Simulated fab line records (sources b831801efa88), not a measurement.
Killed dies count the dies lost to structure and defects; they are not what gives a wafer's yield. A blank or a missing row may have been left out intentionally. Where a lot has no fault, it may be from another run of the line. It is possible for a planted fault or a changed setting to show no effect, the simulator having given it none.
Which tool is to blame?	flow gf180mcu	14 lots, 42 wafers sampled, at 3 steps of a route of 602

== WHAT THE GAUGES READ, wafer by wafer ==
GF_M5_CD_MEAS_07 targets a cd of 280 nm.
lot	measured	on	cdNm (nm)
L152	day 25 17:10	cdSem-01	280.3 279.2 278.9
L155	day 27 03:43	cdSem-01	278.7 279.1 278.0
L156	day 27 23:11	cdSem-01	279.6 280.0 280.5
L158	day 28 10:29	cdSem-01	277.8 278.5 277.5
L159	day 28 12:21	cdSem-02	279.5 279.8 278.3
L160	day 29 06:39	cdSem-01	278.2 278.9 277.4
L167	day 31 04:03	cdSem-02	279.0 279.7 279.1
L169	day 31 10:39	cdSem-01	279.3 279.5 279.5
L170	day 31 17:38	cdSem-01	279.9 278.5 278.4
L171	day 31 20:08	cdSem-01	279.4 280.9 279.6
L172	day 32 00:02	cdSem-02	279.3 279.9 279.3
L173	day 32 02:36	cdSem-02	280.9 281.2 280.7
L174	day 32 08:58	cdSem-02	281.1 281.8 281.2
L175	day 32 16:20	cdSem-01	278.9 278.7 278.4

== WHAT TOOL EACH LOT RAN ON (gives the tool, then ch and the chambers of the sampled wafers, and finally the start) ==
lot	GF_V4_ETCH_17	GF_V4_SPUTTER_22
L152	rieDiel-03 ch 0,2,3, day 23 20:00 or earlier	pvdSputter-02, day 23 20:00
L155	rieDiel-01 ch 0,1,3, day 25 08:23 or earlier	pvdSputter-02, day 25 08:23
L156	rieDiel-03 ch 0,1,3, day 26 05:43 or earlier	pvdSputter-04, day 26 05:43
L158	rieDiel-04 ch 0,2,3, day 26 17:53 or earlier	pvdSputter-04, day 26 17:53
L159	rieDiel-01 ch 0,1,3, day 26 18:57 or earlier	pvdSputter-02, day 26 18:57
L160	rieDiel-01 ch 1,2,3, day 27 14:56 or earlier	pvdSputter-03, day 27 14:56
L167	rieDiel-01 ch 0,1,3, day 29 13:29 or earlier	pvdSputter-04, day 29 13:29
L169	rieDiel-04 ch 0,1,3, day 29 22:14 or earlier	pvdSputter-03, day 29 22:14
L170	rieDiel-01 ch 1,2,3, day 30 04:16 or earlier	pvdSputter-03, day 30 04:16
L171	rieDiel-01 ch 0,2, day 30 07:43 or earlier	pvdSputter-03, day 30 07:43
L172	rieDiel-04 ch 0,1, day 30 11:47 or earlier	pvdSputter-04, day 30 11:47
L173	rieDiel-04 ch 0,1,2, day 30 14:38 or earlier	pvdSputter-03, day 30 14:38
L174	rieDiel-04 ch 1,2,3, day 30 21:14 or earlier	pvdSputter-03, day 30 21:14
L175	rieDiel-03 ch 1,2,3, day 31 04:44 or earlier	pvdSputter-02, day 31 04:44
- GF_V4_ETCH_17: etches SiO2 in C4F8/O2/Ar, stops on TiN, target depth 630 nm.
- GF_V4_SPUTTER_22: material TiN, target thk 10 nm, time 40 s.

== WHAT THE TOOLS THEMSELVES READ (means of the sampled wafers that have a number; where no wafer has one, the mark that the record gives instead) ==
GF_V4_ETCH_17.
lot	tool	oesProductAu (a.u.)	rfFwdPowerW (W)
L152	rieDiel-03	0.856	1489
L155	rieDiel-01	0.851	1489
L156	rieDiel-03	0.851	1495
L158	rieDiel-04	0.857	1494
L159	rieDiel-01	0.857	1493
L160	rieDiel-01	0.858	1490
L167	rieDiel-01	0.857	1493
L169	rieDiel-04	0.856	1489
L170	rieDiel-01	0.857	1493
L171	rieDiel-01	0.859	1490
L172	rieDiel-04	0.852	1491
L173	rieDiel-04	0.856	1492
L174	rieDiel-04	0.850	1497
L175	rieDiel-03	0.855	1491

GF_V4_SPUTTER_22.
lot	tool	throttleValvePct (%)
L152	pvdSputter-02	31.1
L155	pvdSputter-02	31.7
L156	pvdSputter-04	30.9
L158	pvdSputter-04	30.7
L159	pvdSputter-02	31.0
L160	pvdSputter-03	30.5
L167	pvdSputter-04	30.9
L169	pvdSputter-03	29.6
L170	pvdSputter-03	30.8
L171	pvdSputter-03	29.2
L172	pvdSputter-04	30.1
L173	pvdSputter-03	31.5
L174	pvdSputter-03	30.3
L175	pvdSputter-02	31.1

== THE ANSWER, worked out from the rows above alone ==
Rule: what is usual is taken from the lots themselves. Put in order of their means at a reading, lots are off if they are a third of the lots or fewer, leave a main group of 4 or more, and stand apart from it by a gap of 3 or more times the standard deviation of the main group's means; of several such gaps the widest counts. A main group whose means are all the same, to the digits that the tables above print for the reading, isn't used. Also off: a lot with no number at a reading for which 4 or more lots have one. All remaining lots with rows at the step are treated as sound. Order of review: gauges by route order, followed by the tools' own readings, for which a lot's mean as printed above is used. The first step at which some lot is off is used, and at that step the reading that is off furthest; a lot without a number counts as furthest.
Across all readings shown, no lot is off: no conclusion can be drawn from this.

== WHAT THE SIMULATOR HAD PUT IN ==
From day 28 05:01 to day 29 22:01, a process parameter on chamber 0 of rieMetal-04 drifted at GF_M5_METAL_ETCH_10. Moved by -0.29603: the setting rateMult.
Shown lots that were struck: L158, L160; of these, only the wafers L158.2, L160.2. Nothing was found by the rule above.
